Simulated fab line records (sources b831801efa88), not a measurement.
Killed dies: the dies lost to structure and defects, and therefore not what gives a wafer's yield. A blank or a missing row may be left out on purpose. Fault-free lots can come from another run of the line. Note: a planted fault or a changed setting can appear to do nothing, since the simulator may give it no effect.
A sampling plan put to the test | flow gf180mcu | 10 faults told of in these records, all on one fab line, each judged by the records of the lots it struck
Plan = the line's own looks (route steps where a gauge or an inspection reads the wafer without altering it). A look is open to judgement when struck wafers have a number at it and the file gives its usual mean and standard deviation on fault-free wafers. Caught: the struck wafers' mean, at a look after the fault's first step, is 4 or more of those standard deviations (sigma) away from the usual mean. On the tool: the test repeated on the tool's own readings taken at the fault's steps. It also counts as caught if the struck wafers ran another recipe or if their record alone is blank.

THE FAULTS, as the simulator had put them in
1. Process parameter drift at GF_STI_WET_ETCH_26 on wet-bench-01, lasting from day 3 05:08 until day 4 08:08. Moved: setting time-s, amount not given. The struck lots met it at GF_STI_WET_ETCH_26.
2. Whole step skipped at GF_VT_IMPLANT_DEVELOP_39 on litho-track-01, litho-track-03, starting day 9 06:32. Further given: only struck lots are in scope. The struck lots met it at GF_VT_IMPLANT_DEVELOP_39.
3. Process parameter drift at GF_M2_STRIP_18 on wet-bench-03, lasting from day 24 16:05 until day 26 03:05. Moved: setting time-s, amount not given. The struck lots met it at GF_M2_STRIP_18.
4. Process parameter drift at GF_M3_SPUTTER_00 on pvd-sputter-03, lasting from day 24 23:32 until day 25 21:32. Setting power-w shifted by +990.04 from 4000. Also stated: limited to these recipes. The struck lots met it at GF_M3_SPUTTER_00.
5. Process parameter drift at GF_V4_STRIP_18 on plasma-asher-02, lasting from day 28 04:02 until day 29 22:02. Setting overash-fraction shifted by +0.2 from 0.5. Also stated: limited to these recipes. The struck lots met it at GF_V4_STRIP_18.
6. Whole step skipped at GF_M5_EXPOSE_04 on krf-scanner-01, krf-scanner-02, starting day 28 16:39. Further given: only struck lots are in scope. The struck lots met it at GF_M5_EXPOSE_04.
7. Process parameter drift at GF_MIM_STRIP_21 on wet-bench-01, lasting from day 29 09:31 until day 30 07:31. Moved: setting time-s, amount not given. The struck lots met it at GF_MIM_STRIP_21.
8. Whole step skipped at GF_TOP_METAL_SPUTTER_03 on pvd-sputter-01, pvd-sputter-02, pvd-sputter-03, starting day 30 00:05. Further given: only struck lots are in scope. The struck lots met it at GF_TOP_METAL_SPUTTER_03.
9. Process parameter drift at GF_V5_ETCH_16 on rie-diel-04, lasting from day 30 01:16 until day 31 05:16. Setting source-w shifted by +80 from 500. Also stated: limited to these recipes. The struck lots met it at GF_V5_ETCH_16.
10. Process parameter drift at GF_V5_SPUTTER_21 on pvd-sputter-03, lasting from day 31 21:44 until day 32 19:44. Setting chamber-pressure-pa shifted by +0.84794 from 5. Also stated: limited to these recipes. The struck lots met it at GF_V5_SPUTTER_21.

WHAT THE PLAN SAW
fault | on the tool itself                               | first look that catches it                      | reading, sigma | median hours from its first step to that look | hours from the fault's start to the first struck lot there | judged looks passed uncaught
1     | run-length-s -39 sigma                           | none of the 2 looks that can be judged after it | -              | -                                             | -                                                          | 2
2     | the tool's record is blank for the struck wafers | no look after it can be judged                  | -              | -                                             | -                                                          | 0
3     | run-length-s -19 sigma                           | no look after it can be judged                  | -              | -                                             | -                                                          | 0
4     | cathode-dc-power-W +99 or beyond sigma           | no look after it can be judged                  | -              | -                                             | -                                                          | 0
5     | under 2 sigma                                    | not the one look that can be judged after it    | -              | -                                             | -                                                          | 1
6     | no reading that can be judged                    | no look after it can be judged                  | -              | -                                             | -                                                          | 0
7     | run-length-s +31 sigma                           | no look after it can be judged                  | -              | -                                             | -                                                          | 0
8     | the tool's record is blank for the struck wafers | no look after it can be judged                  | -              | -                                             | -                                                          | 0
9     | rf-fwd-power-W +39 sigma                         | no look after it can be judged                  | -              | -                                             | -                                                          | 0
10    | chamber-pressure-pa +77 sigma                    | not the one look that can be judged after it    | -              | -                                             | -                                                          | 1
A dash: this means the fault isn't caught or the number doesn't appear in these records.

Caught at a look: 0 of 10. Caught on the tool: 8 of 10. By one or the other: 8 of 10.
Faults caught by the tool alone: 1, 2, 3, 4, 7, 8, 9, 10.
Caught by neither: faults 5, 6.
